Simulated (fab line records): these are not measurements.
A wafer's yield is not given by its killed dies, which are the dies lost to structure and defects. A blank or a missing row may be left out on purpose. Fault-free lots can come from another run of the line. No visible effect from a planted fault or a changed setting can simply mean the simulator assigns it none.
fab line records | flow sky130 | part 1 of 2: steps 1 to 29 of 39
[record] lots = 5 wafers = 15 lastDay = 49
route steps=708 shown METAL4@622 VIA4@639
lots that met no fault: from a run of the same line without faults
startH: start of the lot's first displayed wafer, in hours after the record's first day | waitH: hours since the lot's step before | " repeats the value in the row above | L1.1+2: a single row standing in for several wafers | - either no value or no given start | * or withheld: withheld | < > ~ a bound
route shown NAME@n: NAME is a module with steps in the file, n the number in the route of the first one | usual: mean/standard deviation of fault-free wafers | same: alike in all rows | chamber/n: place in a boat | sites: each site's reading | _std_site: the standard deviation of these | _edge_site: outer sites' mean less inner sites' | radiusMm: for every site, how far away it sits from the centre of the wafer | mask NAME#n: copy n | behind: the last tool/chamber to shape the wafer | hold: the reason the lot was held/the length of the hold in hours/how it ended | device: names the non-switching transistor (n, p or np) | end of line: the tests these same wafers got at the end of their route | for a step that has no rows: nothing shown but its recipe | killed: count of dies lost to structure and defects at first sort (not the wafer's yield) | map: a wafer's dies, marking killed ones x, the rest . and places with no die _
set.NAME: the setting as run; set.NAME@STEP: as run at that earlier step | model.NAME: the simulator's own value behind a step, which no gauge read
lots seen at some steps along the route; tables by step, rows by wafer
services: the hour from which a tool's chamber was out of use, counted from the record's first day as startH (under 0 if before that day), plus the number of hours and why
[[steps]]
[step SKY_METAL4_HMDS_06]
[recipe] primeTimeS = 60 primeTempC = 120
// columns lot.wafer tool chamber startH waitH
L077.4+5+6 lithoTrack-02 0 987.19 0.1
L084.2+3+5 lithoTrack-02 0 1036.84 0.1
L087.3+5+6 lithoTrack-04 0 1059.46 0.1
L088.2+4+6 lithoTrack-02 0 1068.14 0.1
L091.1+2+3 lithoTrack-02 0 1079.82 0.1
[step SKY_METAL4_COAT_07]
[recipe] resist = BARC tempC = withheld timeS = withheld spinRpm = 3000 resistThkNm = 60
// columns lot.wafer tool chamber startH waitH
L077.4+5+6 lithoTrack-02 0 987.34 0.1
L084.2+3+5 lithoTrack-02 0 1036.99 0.1
L087.3+5+6 lithoTrack-04 0 1059.61 0.1
L088.2+4+6 lithoTrack-02 0 1068.29 0.1
L091.1+2+3 lithoTrack-02 0 1079.97 0.1
[step SKY_METAL4_COAT_08]
[recipe] resist = KrF-thick spinRpm = 2953 resistThkNm = 1140
// columns lot.wafer tool chamber startH waitH
L077.4+5+6 lithoTrack-02 0 - -
L084.2+3+5 lithoTrack-02 0 - -
L087.3+5+6 lithoTrack-04 0 - -
L088.2+4+6 lithoTrack-02 0 - -
L091.1+2+3 lithoTrack-02 0 - -
[step SKY_METAL4_SOFTBAKE_09]
[recipe] tempC = 100 timeS = 90 resist = KrF-thick
[usual] plateTempC = 99.99/0.17
// columns lot.wafer tool chamber startH waitH plateTempC
L077.4 lithoTrack-02 0 - - 99.82
L077.5 " 0 " " 99.98
L077.6 " 0 " " 99.80
L084.2 lithoTrack-02 0 - - 99.77
L084.3 " 0 " " 99.60
L084.5 " 0 " " 99.84
L087.3 lithoTrack-04 0 - - 99.78
L087.5 " 0 " " 99.85
L087.6 " 0 " " 99.80
L088.2 lithoTrack-02 0 - - 100.22
L088.4 " 0 " " 100.06
L088.6 " 0 " " 99.97
L091.1 lithoTrack-02 0 - - 100.06
L091.2 " 0 " " 99.93
L091.3 " 0 " " 99.98
[step SKY_METAL4_EXPOSE_10]
[recipe] maskId = MM4 na = 0.68 sourceShape = annular sigmaInner = 0.4 sigmaOuter = 0.8 targetCdNm = 300 doseMj = 28
[usual] focusOffsetNm = 0.0/0.51
// columns lot.wafer tool chamber startH waitH mask focusOffsetNm
L077.4 krfScanner-02 0 - - MM4#0 -0.3
L077.5 " 0 " " MM4#0 -0.9
L077.6 " 0 " " MM4#0 -0.4
L084.2 krfScanner-02 0 - - MM4#0 -0.4
L084.3 " 0 " " MM4#0 -0.9
L084.5 " 0 " " MM4#0 -0.8
L087.3 krfScanner-02 0 - - MM4#0 -0.6
L087.5 " 0 " " MM4#0 0.0
L087.6 " 0 " " MM4#0 -0.9
L088.2 krfScanner-01 0 - - MM4#0 -0.1
L088.4 " 0 " " MM4#0 -0.7
L088.6 " 0 " " MM4#0 0.2
L091.1 krfScanner-02 0 - - MM4#0 0.8
L091.2 " 0 " " MM4#0 0.1
L091.3 " 0 " " MM4#0 0.3
[step SKY_METAL4_PEB_11]
[recipe] pebTempC = withheld pebTimeS = withheld resist = KrF-thick
// columns lot.wafer tool chamber startH waitH
L077.4+5+6 lithoTrack-02 0 - -
L084.2+3+5 lithoTrack-04 0 - -
L087.3+5+6 lithoTrack-02 0 - -
L088.2+4+6 lithoTrack-02 0 - -
L091.1+2+3 lithoTrack-03 0 - -
[step SKY_METAL4_DEVELOP_12]
[recipe] developTimeS = 60 resist = KrF-thick devTempC = 21
// columns lot.wafer tool chamber startH waitH
L077.4+5+6 lithoTrack-02 0 - -
L084.2+3+5 lithoTrack-04 0 - -
L087.3+5+6 lithoTrack-02 0 - -
L088.2+4+6 lithoTrack-02 0 - -
L091.1+2+3 lithoTrack-03 0 - -
[step SKY_METAL4_CD_MEAS_13]
[recipe] targetCdNm = 300
[usual] cdNm = 300.1/1.2
// columns lot.wafer tool chamber startH waitH cdNm
L077.4 cdSem-02 - 999.23 - 301.5
L077.5 " - " " 300.8
L077.6 " - " " 301.0
L084.2 cdSem-02 - 1048.53 - 301.4
L084.3 " - " " 299.9
L084.5 " - " " 301.2
L087.3 cdSem-01 - 1071.01 - 299.4
L087.5 " - " " 300.8
L087.6 " - " " 299.3
L088.2 cdSem-01 - 1078.99 - 301.5
L088.4 " - " " 302.2
L088.6 " - " " 301.9
L091.1 cdSem-01 - 1090.77 - 300.1
L091.2 " - " " 299.3
L091.3 " - " " 299.8
[step SKY_METAL4_OVL_MEAS_14]
[usual] METAL4_OVL = -3/5.3
// columns lot.wafer tool chamber startH waitH METAL4_OVL[nm]
L077.4 overlay-01 - 999.31 0.1 0
L077.5 " - " " -8
L077.6 " - " " -3
L084.2 overlay-02 - 1048.64 0.1 -5
L084.3 " - " " -3
L084.5 " - " " 1
L087.3 overlay-01 - 1071.10 0.1 9
L087.5 " - " " 5
L087.6 " - " " 2
L088.2 overlay-01 - 1079.10 0.1 5
L088.4 " - " " 5
L088.6 " - " " 2
L091.1 overlay-02 - 1090.89 0.1 -4
L091.2 " - " " -11
L091.3 " - " " -7
[step SKY_METAL4_DESCUM_15]
[recipe] chemistry = O2 sourcePowerW = 150 biasPowerW = 0 pressureMtorr = 10 tempC = 40 timeS = 8
[usual] drypumpMotorCurrentA = 5.8/0.53 oesProductAu = 0.996/0.013 rfFwdPowerW = 147.0/1.1
// columns lot.wafer tool chamber startH waitH drypumpMotorCurrentA oesProductAu rfFwdPowerW rfHoursCounterH
L077.4 rieMetal-02 1 999.34 0.0 5.8 0.995 147.5 -
L077.5 " 0 " " 6.7 0.986 147.4 -
L077.6 " 1 " " 5.8 0.986 147.8 -
L084.2 rieMetal-01 1 1048.67 0.0 5.9 0.996 145.9 13
L084.3 " 0 " " 5.7 0.999 146.9 -
L084.5 " 0 " " 5.7 1.001 147.4 -
L087.3 rieMetal-03 0 1071.14 0.0 5.6 0.965 146.2 -
L087.5 " 0 " " 5.6 0.985 145.8 -
L087.6 " 1 " " 5.1 1.020 145.7 -
L088.2 rieMetal-02 0 1079.13 0.0 6.7 1.006 148.1 24
L088.4 " 1 " " 5.7 0.983 147.8 -
L088.6 " 1 " " 5.8 0.986 148.2 -
L091.1 rieMetal-03 1 1090.92 0.0 5.1 1.021 146.1 13
L091.2 " 0 " " 5.6 0.977 145.7 21
L091.3 " 0 " " 5.6 0.981 145.1 -
[step SKY_METAL4_ETCH_16]
[recipe] chemistry = N2/H2 target = BARC ionEnergyEv = 200 biasW = 100 pressureMtorr = 30 n2FlowSccm = 100 h2FlowSccm = 200 icpW = 500 stopOn = SiO2 timeS = 88.2 targetDepthA = 600
[usual] drypumpMotorCurrentA = 5.8/0.53 h2FlowSccm = 200.0/0.52 oesProductAu = 0.626/0.0048 rfFwdPowerW = 496.7/1.9 throttleValvePct = 13.204/0.0089
// columns lot.wafer tool chamber startH waitH drypumpMotorCurrentA h2FlowSccm oesProductAu rfFwdPowerW rfHoursCounterH throttleValvePct
L077.4 rieMetal-02 1 999.39 0.0 5.8 200.9 0.622 497.1 - 13.205
L077.5 " 0 " " 6.6 200.7 0.626 499.2 - 13.219
L077.6 " 1 " " 5.8 200.0 0.619 498.0 - 13.209
L084.2 rieMetal-01 1 1048.70 0.0 5.9 200.0 0.624 496.8 13 13.189
L084.3 " 0 " " 5.7 200.0 0.624 493.7 - 13.203
L084.5 " 0 " " 5.7 199.9 0.629 495.3 - 13.191
L087.3 rieMetal-03 0 1071.19 0.0 5.6 200.8 0.618 493.7 - 13.210
L087.5 " 0 " " 5.6 200.0 0.631 495.6 - 13.195
L087.6 " 1 " " 5.1 199.9 0.625 494.7 - 13.207
L088.2 rieMetal-02 0 1079.16 0.0 6.7 199.3 0.619 496.6 24 13.194
L088.4 " 1 " " 5.8 199.8 0.621 496.9 - 13.207
L088.6 " 1 " " 5.8 200.4 0.630 500.7 - 13.208
L091.1 rieMetal-03 1 1090.96 0.0 5.1 199.7 0.625 496.5 13 13.189
L091.2 " 0 " " 5.6 200.3 0.635 497.8 21 13.201
L091.3 " 0 " " 5.6 200.4 0.625 497.1 - 13.213
[step SKY_METAL4_ETCH_17]
[recipe] target = SiO2 stopOn = TiN chemistry = C4F8/O2/Ar sourceW = 1500 biasW = 1200 pressureMtorr = 40 c4f8FlowSccm = withheld O2_flow_sccm = 6 Ar_flow_sccm = 300 timeS = 3.9 targetDepthA = 150
[usual] oesProductAu = 0.756/0.007 rfFwdPowerW = 1472/7.8
// columns lot.wafer tool chamber startH waitH oesProductAu rfFwdPowerW rfHoursCounterH
L077.4 rieDiel-03 0 999.46 0.0 0.760 1470 1
L077.5 " 3 " " 0.753 1462 -
L077.6 " 2 " " 0.758 1476 -
L084.2 rieDiel-04 1 1048.80 0.1 0.749 1475 24
L084.3 " 2 " " 0.747 1477 18
L084.5 " 1 " " 0.765 1479 -
L087.3 rieDiel-01 1 1071.26 0.0 0.758 1462 15
L087.5 " 2 " " 0.760 1467 -
L087.6 " 1 " " 0.755 1467 -
L088.2 rieDiel-01 3 1079.26 0.1 0.748 1481 13
L088.4 " 1 " " 0.748 1467 15
L088.6 " 3 " " 0.765 1478 -
L091.1 rieDiel-03 0 1091.05 0.1 0.754 1474 4
L091.2 " 3 " " 0.753 1452 11
L091.3 " 2 " " 0.745 1463 15
[step SKY_METAL4_METAL_ETCH_18]
[recipe] targetDepthA = 8450 stopOn = SiO2 overEtchFrac = 0.3 timeS = 183.1 chemistry = Cl2/BCl3 resistSidewallDeg = 88 pressureMtorr = 10 icpW = 900 biasW = 48.5 Cl2_flow_sccm = 60 bcl3FlowSccm = 30
[usual] drypumpMotorCurrentA = 5.8/0.5 oesProductAu = 0.867/0.0072 rfFwdPowerW = 897/3 throttleValvePct = 22.265/0.0086
[same] overEtchFrac = 0.3
// columns lot.wafer tool chamber startH waitH drypumpMotorCurrentA oesProductAu rfFwdPowerW rfHoursCounterH throttleValvePct
L077.4 rieMetal-01 0 999.53 0.1 5.7 0.883 896 - 22.259
L077.5 " 0 " " 5.7 0.878 896 - 22.266
L077.6 " 1 " " 5.9 0.870 891 - 22.255
L084.2 rieMetal-03 1 1048.82 0.0 5.1 0.860 893 9 22.265
L084.3 " 1 " " 5.1 0.871 894 - 22.273
L084.5 " 0 " " 5.6 0.867 898 - 22.262
L087.3 rieMetal-02 0 1071.33 0.1 6.7 0.874 896 - 22.263
L087.5 " 0 " " 6.7 0.869 891 - 22.267
L087.6 " 1 " " 5.8 0.870 899 - 22.256
L088.2 rieMetal-03 0 1079.27 0.0 5.6 0.882 892 19 22.269
L088.4 " 1 " " 5.0 0.865 897 - 22.269
L088.6 " 1 " " 5.1 0.863 895 - 22.275
L091.1 rieMetal-02 0 1091.07 0.0 6.7 0.873 904 26 22.253
L091.2 " 1 " " 5.7 0.865 897 19 22.267
L091.3 " 0 " " 6.7 0.865 903 - 22.269
[step SKY_METAL4_STRIP_19]
[recipe] chemistry = O2/N2 powerW = 1400 pressureMtorr = 1500 platenTempC = withheld o2FlowSccm = 3000 n2FlowSccm = 300 overashFraction = 0.5
[usual] drypumpMotorCurrentA = 6.01/0.25 oesProductAu = 0.507/0.0065 stripTimeToEndpointS = 6.65/0.099
// columns lot.wafer tool chamber startH waitH drypumpMotorCurrentA oesProductAu rfHoursCounterH stripTimeToEndpointS
L077.4 plasmaAsher-04 1 999.69 0.1 6.02 0.505 - 6.68
L077.5 " 1 " " 6.03 0.509 - 6.69
L077.6 " 0 " " 6.04 0.501 - 6.68
L084.2 plasmaAsher-04 1 1048.99 0.1 6.02 0.505 125 6.49
L084.3 " 0 " " 6.06 0.503 - 6.52
L084.5 " 0 " " 6.07 0.513 - 6.74
L087.3 plasmaAsher-04 0 1071.49 0.1 6.06 0.500 - 6.56
L087.5 " 1 " " 6.01 0.509 - 6.63
L087.6 " 0 " " 6.06 0.510 - 6.77
L088.2 plasmaAsher-02 0 1079.45 0.1 6.37 0.511 35 6.77
L088.4 " 0 " " 6.35 0.501 - 6.51
L088.6 " 1 " " 5.53 0.502 - 6.55
L091.1 plasmaAsher-04 0 1091.25 0.1 6.07 0.504 3 6.59
L091.2 " 1 " " 5.99 0.512 3 6.80
L091.3 " 1 " " 6.00 0.505 - 6.60
[step SKY_METAL4_STRIP_20]
[recipe] chemistry = postEtchResidueRemover timeS = 1200 tempC = 72.5
// columns lot.wafer tool chamber startH waitH
L077.4+5+6 wetBench-03 3 999.75 0.0
L084.2+3+5 wetBench-03 0 1049.09 0.1
L087.3+5+6 wetBench-01 3 1071.55 0.0
L088.2+4+6 wetBench-03 3 1079.55 0.1
L091.1+2+3 wetBench-01 0 1091.35 0.1
[step SKY_METAL4_CLEAN_21]
[recipe] chemistry = IPA timeS = 180 tempC = 25
// columns lot.wafer tool chamber startH waitH
L077.4+5+6 wetBench-01 2 1000.12 0.0
L084.2+3+5 wetBench-04 1 1049.43 0.0
L087.3+5+6 wetBench-04 2 1071.89 0.0
L088.2+4+6 wetBench-01 3 1079.93 0.0
L091.1+2+3 wetBench-04 1 1091.69 0.0
[step SKY_METAL4_CLEAN_22]
[recipe] chemistry = O3/DIW dry = n2Spin
// columns lot.wafer tool chamber startH waitH
L077.4+5+6 wetBench-04 3 1000.19 0.0
L084.2+3+5 wetBench-01 2 1049.50 0.0
L087.3+5+6 wetBench-01 1 1071.95 0.0
L088.2+4+6 wetBench-03 3 1079.98 0.0
L091.1+2+3 wetBench-03 1 1091.75 0.0
[step SKY_VIA4_HDPCVD_00]
[recipe] material = SiO2 targetThkNm = 1750 sigmaOpenFrac = 0.3 timeS = 291.7 tempC = 400 sih4FlowSccm = 60 pressureMtorr = 6
// columns lot.wafer tool chamber startH waitH
L077.4+5+6 hdpcvd-02 2,0,1 1000.37 0.1
L084.2+3+5 hdpcvd-02 2,1,0 1049.60 0.0
L087.3+5+6 hdpcvd-01 2,0,1 1072.04 0.0
L088.2+4+6 hdpcvd-02 2,1,2 1080.08 0.0
L091.1+2+3 hdpcvd-01 1,0,2 1091.84 0.0
[step SKY_VIA4_THK_MEAS_01]
[recipe] reads = SiO2_of_VIA4_HDPCVD_00
[usual] VIA4_HDPCVD_THK = 1749/20
// columns lot.wafer tool chamber startH waitH VIA4_HDPCVD_THK[nm]
L077.4 filmMetro-03 - 1000.49 0.0 1705
L077.5 " - " " 1737
L077.6 " - " " 1765
L084.2 filmMetro-03 - 1049.79 0.1 1740
L084.3 " - " " 1766
L084.5 " - " " 1757
L087.3 filmMetro-02 - 1072.24 0.1 1743
L087.5 " - " " 1748
L087.6 " - " " 1732
L088.2 filmMetro-03 - 1080.27 0.1 1726
L088.4 " - " " 1768
L088.6 " - " " 1728
L091.1 filmMetro-04 - 1092.02 0.1 1715
L091.2 " - " " 1746
L091.3 " - " " 1721
[step SKY_VIA4_CMP_02]
[recipe] material = SiO2 downForcePsi = 4 platenRpm = 60 padVelocityMS = 0.94248
[usual] motorCurrentA = 12.1/1.5
// columns lot.wafer tool chamber startH waitH motorCurrentA
L077.4 cmp-02 3 1000.62 0.1 10.2
L077.5 " 1 " " 14.7
L077.6 " 2 " " 12.4
L084.3 cmp-02 3 1049.95 0.1 10.8
L084.2 " 2 " " 12.5
L084.5 " 3 " " 11.0
L087.3 cmp-02 2 1072.28 0.0 12.3
L087.5 " 2 " " 12.2
L087.6 " 3 " " 10.6
L088.2 cmp-01 3 1080.37 0.1 13.3
L088.4 " 1 " " 11.7
L088.6 " 2 " " 9.2
L091.2 cmp-02 2 1092.08 0.0 12.4
L091.3 " 3 " " 11.2
L091.1 " 0 " " 10.8
[step SKY_VIA4_BOW_MEAS_03]
[recipe] mode = bow
[usual] VIA4_BOW = 79/7.5
// columns lot.wafer tool chamber startH waitH VIA4_BOW[um]
L077.4 filmMetro-03 - 1000.88 0.2 58
L077.5 " - " " 63
L077.6 " - " " 86
L084.2 filmMetro-03 - 1050.27 0.1 81
L084.3 " - " " 79
L084.5 " - " " 86
L087.3 filmMetro-03 - 1072.62 0.3 68
L087.5 " - " " 75
L087.6 " - " " 72
L088.2 filmMetro-03 - 1080.64 0.2 83
L088.4 " - " " 79
L088.6 " - " " 69
L091.1 filmMetro-03 - 1092.38 0.1 83
L091.2 " - " " 77
L091.3 " - " " 88
[step SKY_VIA4_DEHYDRATE_04]
[recipe] tempC = 200 timeS = 60
[usual] plateTempC = 199.95/0.16
// columns lot.wafer tool chamber startH waitH plateTempC
L077.4 lithoTrack-03 0 1012.49 11.6 200.16
L077.5 " 0 " " 200.06
L077.6 " 0 " " 199.80
L084.2 lithoTrack-03 0 1061.04 10.7 199.98
L084.3 " 0 " " 200.03
L084.5 " 0 " " 199.93
L087.3 lithoTrack-01 0 1082.84 10.2 200.38
L087.5 " 0 " " 200.13
L087.6 " 0 " " 200.20
L088.2 lithoTrack-04 0 1090.49 9.8 199.98
L088.4 " 0 " " 199.96
L088.6 " 0 " " 199.99
L091.1 lithoTrack-01 0 1102.49 10.1 199.63
L091.2 " 0 " " 200.02
L091.3 " 0 " " 199.91
[step SKY_VIA4_HMDS_05]
[recipe] primeTimeS = 60 primeTempC = 120
// columns lot.wafer tool chamber startH waitH
L077.4+5+6 lithoTrack-03 0 1012.64 0.1
L084.2+3+5 lithoTrack-03 0 1061.19 0.1
L087.3+5+6 lithoTrack-01 0 1082.99 0.1
L088.2+4+6 lithoTrack-04 0 1090.64 0.1
L091.1+2+3 lithoTrack-01 0 1102.64 0.1
[step SKY_VIA4_COAT_06]
[recipe] resist = NOVOLAK spinRpm = 3000 resistThkNm = 1140
// columns lot.wafer tool chamber startH waitH
L077.4+5+6 lithoTrack-03 0 1012.79 0.1
L084.2+3+5 lithoTrack-03 0 1061.34 0.1
L087.3+5+6 lithoTrack-01 0 1083.14 0.1
L088.2+4+6 lithoTrack-04 0 1090.79 0.1
L091.1+2+3 lithoTrack-01 0 1102.79 0.1
[step SKY_VIA4_SOFTBAKE_07]
[recipe] tempC = 89.29 timeS = 60 resist = NOVOLAK
[usual] plateTempC = 89.33/0.13
// columns lot.wafer tool chamber startH waitH plateTempC
L077.4 lithoTrack-03 0 1012.94 0.1 89.10
L077.5 " 0 " " 89.21
L077.6 " 0 " " 89.21
L084.2 lithoTrack-03 0 1061.49 0.1 89.47
L084.3 " 0 " " 89.23
L084.5 " 0 " " 89.15
L087.3 lithoTrack-01 0 1083.29 0.1 89.03
L087.5 " 0 " " 89.24
L087.6 " 0 " " 89.32
L088.2 lithoTrack-04 0 1090.94 0.1 89.53
L088.4 " 0 " " 89.33
L088.6 " 0 " " 89.36
L091.1 lithoTrack-01 0 1102.94 0.1 89.38
L091.2 " 0 " " 89.46
L091.3 " 0 " " 89.41
[step SKY_VIA4_EXPOSE_08]
[recipe] maskId = VIM4 na = 0.6 sourceShape = conventional sigmaOuter = 0.6 polarization = unpolarized targetCdNm = 800 doseMj = 132
[usual] focusOffsetNm = -0.1/0.61
// columns lot.wafer tool chamber startH waitH mask focusOffsetNm
L077.4 ilineStepper-01 0 - - VIM4#0 -0.8
L077.5 " 0 " " VIM4#0 -1.2
L077.6 " 0 " " VIM4#0 -0.3
L084.2 ilineStepper-02 0 - - VIM4#0 0.0
L084.3 " 0 " " VIM4#0 -0.5
L084.5 " 0 " " VIM4#0 -0.6
L087.3 ilineStepper-02 0 - - VIM4#0 0.2
L087.5 " 0 " " VIM4#0 0.6
L087.6 " 0 " " VIM4#0 -0.3
L088.2 ilineStepper-01 0 - - VIM4#0 -0.4
L088.4 " 0 " " VIM4#0 0.3
L088.6 " 0 " " VIM4#0 0.1
L091.1 ilineStepper-02 0 - - VIM4#0 0.0
L091.2 " 0 " " VIM4#0 0.6
L091.3 " 0 " " VIM4#0 -0.2
[step SKY_VIA4_PEB_09]
[recipe] tempC = withheld timeS = * resist = NOVOLAK
// columns lot.wafer tool chamber startH waitH
L077.4+5+6 lithoTrack-03 0 - -
L084.2+3+5 lithoTrack-01 0 - -
L087.3+5+6 lithoTrack-04 0 - -
L088.2+4+6 lithoTrack-04 0 - -
L091.1+2+3 lithoTrack-03 0 - -
[step SKY_VIA4_DEVELOP_10]
[recipe] resist = NOVOLAK developer = TMAH developTimeS = 60 devTempC = 23
// columns lot.wafer tool chamber startH waitH
L077.4+5+6 lithoTrack-03 0 1024.34 0.1
L084.2+3+5 lithoTrack-01 0 1071.82 0.1
L087.3+5+6 lithoTrack-04 0 1093.36 0.1
L088.2+4+6 lithoTrack-04 0 1100.99 0.1
L091.1+2+3 lithoTrack-03 0 1112.67 0.1
[step SKY_VIA4_OVL_MEAS_11]
[usual] VIA4_OVL = -0.1/1.6
// columns lot.wafer tool chamber startH waitH VIA4_OVL[nm]
L077.4 overlay-02 - 1024.44 0.1 -1.2
L077.5 " - " " -1.0
L077.6 " - " " 0.4
L084.2 overlay-01 - 1071.95 0.1 0.3
L084.3 " - " " 0.1
L084.5 " - " " -0.6
L087.3 overlay-02 - 1093.47 0.1 -3.0
L087.5 " - " " -4.5
L087.6 " - " " -3.8
L088.2 overlay-02 - 1101.12 0.1 0.1
L088.4 " - " " 2.4
L088.6 " - " " 0.4
L091.1 overlay-01 - 1112.82 0.1 0.5
L091.2 " - " " -0.5
L091.3 " - " " -0.9
